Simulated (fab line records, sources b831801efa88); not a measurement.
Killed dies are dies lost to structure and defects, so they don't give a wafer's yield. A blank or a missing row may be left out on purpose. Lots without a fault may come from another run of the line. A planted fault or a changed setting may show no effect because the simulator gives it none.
Which tool did it? | flow sky130 | 10 lots, 29 wafers sampled, at 1 step of a route of 708

WHAT THE GAUGES READ, wafer by wafer
SKY_VIA3_RS_MEAS_22: measures by four-point-probe.
lot  | measured     | on            | VIA3_W_RS (ohm/sq)
L433 | day 40 05:11 | film_metro-04 | 0.2932 0.2964 0.2967
L434 | day 41 10:48 | film_metro-04 | 0.2954 0.2958 0.2950
L436 | day 41 19:55 | film_metro-03 | 0.2912 0.2903 0.2926
L437 | day 41 23:37 | film_metro-04 | 0.2943 0.2916 0.2912
L441 | day 42 13:31 | film_metro-04 | 0.2982 0.2964 0.2958
L444 | day 43 16:56 | film_metro-02 | 0.2942 0.2955
L446 | day 44 12:44 | film_metro-03 | 0.2959 0.2955 0.2932
L450 | day 45 18:07 | film_metro-04 | 0.2951 0.2963 0.2907
L451 | day 46 00:58 | film_metro-03 | 0.2949 0.2959 0.2987
L452 | day 46 05:28 | film_metro-02 | 0.2973 0.2929 0.2917

WHICH TOOL RAN EACH LOT (tool, then ch and the chambers of the sampled wafers, then the start)
The record holds no process step before these readings.

WHAT THE TOOLS THEMSELVES READ (means of the sampled wafers that have a number; where no wafer has one, the mark that the record gives instead)
The record holds no such reading with a usual standard deviation.

THE ANSWER, worked out from the rows above alone
Rule: what is usual is taken from the lots themselves. Put in order of their means at a reading, lots are off if they are a third of the lots or fewer, leave a main group of 4 or more, and stand apart from it by a gap of 3 or more times the standard deviation of the main group's means; of several such gaps the widest counts. A main group whose means are all the same, to the digits that the tables above print for the reading, isn't used. A lot without any number at a reading at which 4 lots or more have one is off too. The other lots that the step has rows for count as sound. The gauges are gone through in route order, then the tools' own readings, and for those a lot's mean is taken as printed above. The first step at which some lot is off is used, and at that step the reading that is off furthest; a lot without a number counts as furthest.
No lot is off at any reading shown: from this, nothing can be told.

WHAT THE SIMULATOR HAD PUT IN
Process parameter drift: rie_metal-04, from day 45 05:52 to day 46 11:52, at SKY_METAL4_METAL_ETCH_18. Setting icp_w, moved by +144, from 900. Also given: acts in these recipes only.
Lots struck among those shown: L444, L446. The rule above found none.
